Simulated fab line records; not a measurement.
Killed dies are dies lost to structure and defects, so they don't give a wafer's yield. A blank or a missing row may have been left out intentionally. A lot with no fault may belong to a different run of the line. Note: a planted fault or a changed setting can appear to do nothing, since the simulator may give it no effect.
Split-lot study ; flow sky130 ; 23 wafers read across 5 lots, on a route 708 steps long

== ON THE SPLIT ==
At SKY_LDD_HVN_SOFTBAKE_03 (time 60 s), the setting tempC was moved away from the recipe's 90 C on 11 of the 23 wafers read, by -3.6% to +1.4%. This setting was run at the recipe's value on the other wafers.

== FROM THE SPLIT TO THE READING: what the file shows between them, 2 steps ==
- SKY_LDD_HVN_EXPOSE_04: exposes mask HVNTM, target cd 700 nm
- SKY_LDD_HVN_PEB_05

== THE READING ==
NOVOLAK_of_LDD_HVN_COAT_02.thkNm (the simulator's own value, which no gauge read), in nm, at SKY_LDD_HVN_DEVELOP_06 (develop time 60 s). The file does not state a usual value for it. Average 304.9 nm, standard deviation 0.45 nm, over the 12 wafers here run with the recipe.

wafer;tool, chamber at the split;tempC as run, C;against the recipe;NOVOLAK_of_LDD_HVN_COAT_02.thkNm, nm;against lot-mates on the recipe
L075.1;lithoTrack-03, 0;90;recipe;304.7;-
L075.2;lithoTrack-03, 0;86.88;-3.5%;307.6;+2.6
L075.3;lithoTrack-03, 0;90;recipe;305.4;-
L075.4;lithoTrack-03, 0;86.88;-3.5%;308;+3.0
L075.6;lithoTrack-03, 0;86.88;-3.5%;307.4;+2.4
L078.1;lithoTrack-01, 0;86.8;-3.6%;307.6;+2.6
L078.3;lithoTrack-01, 0;90;recipe;305.3;-
L078.4;lithoTrack-01, 0;86.8;-3.6%;308.1;+3.1
L078.5;lithoTrack-01, 0;90;recipe;304.7;-
L078.6;lithoTrack-01, 0;90;recipe;305;-
L079.1;lithoTrack-03, 0;90;recipe;304;-
L079.2;lithoTrack-03, 0;91.29;+1.4%;303.9;-0.4
L079.3;lithoTrack-03, 0;91.29;+1.4%;303.8;-0.5
L079.4;lithoTrack-03, 0;91.29;+1.4%;304.4;+0.1
L079.5;lithoTrack-03, 0;90;recipe;304.6;-
L080.1;lithoTrack-01, 0;90;recipe;304.9;-
L080.4;lithoTrack-01, 0;90;recipe;305;-
L080.5;lithoTrack-01, 0;90;recipe;305.9;-
L081.1;lithoTrack-02, 0;87.85;-2.4%;306.8;+1.8
L081.2;lithoTrack-02, 0;87.85;-2.4%;306.4;+1.4
L081.4;lithoTrack-02, 0;87.85;-2.4%;306.7;+1.7
L081.5;lithoTrack-02, 0;90;recipe;305.1;-
L081.6;lithoTrack-02, 0;90;recipe;304.8;-

FIT RESULTS
A straight line over all 23 wafers: NOVOLAK_of_LDD_HVN_COAT_02.thkNm changes by -0.758 nm for each +1% of tempC; r = -0.96; the points scatter about the line by 0.39 nm.
The same after taking each lot's own level away (the mean of its wafers on the recipe; 23 wafers): -0.675 nm for each +1%; r = -0.95; scatter 0.39 nm.
On that fit, the largest move of tempC shifts the reading by 2.4 nm.
The lots' own levels span 304.30 to 305.27 nm, that is 2.1 times the standard deviation above.
So the slope is not independent of the lot-to-lot level: the two fits are not the same.
Check: for one of the wafers moved furthest among these (-3.6%), held out of the fit, the line's prediction against its lot-mates is +2.57 nm. It came out at +2.6 nm against them.

== OTHER SPLITS ON THESE WAFERS ==
Before the reading, these wafers also passed through other splits. Each is held against what the fit with the lots' levels taken away leaves over:
other split on the same wafers;wafers away from the commonest value;r with NOVOLAK_of_LDD_HVN_COAT_02.thkNm (lot level and that fit taken away)
SKY_GATE_OXIDE_IMPLANT_11 doseCm2;9;-0.12
SKY_RES_PROTECT_COAT_02 resistThkNm;9;-0.47
SKY_POLY_GATE_COAT_08 resistThkNm;6;-0.12
SKY_POLY_GATE_ETCH_17 timeS;6;-0.38
SKY_LDD_N_COAT_02 spinRpm;6;+0.08
SKY_LDD_N_IMPLANT_10 energyKev;10;+0.22
SKY_LDD_P_EXPOSE_04 doseMj;8;+0.04

== THE WHOLE CHAIN: every reading that the file lists as answering this split, in the file's order ==
step;what it does;reading;change (the file's fit);r (the file's)
SKY_LDD_HVN_DEVELOP_06;develop time 60 s;NOVOLAK_of_LDD_HVN_COAT_02.thkNm (the simulator's own value, which no gauge read);-0.729 nm for each +1% of the setting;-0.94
SKY_LDD_HVN_STRIP_09;strips in O2/N2;stripTimeToEndpointS;withheld for each +1% of the setting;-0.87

== FILE'S OWN FIT ==
NOVOLAK_of_LDD_HVN_COAT_02.thkNm changes by -0.729 nm for each +1% of tempC, r = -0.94.
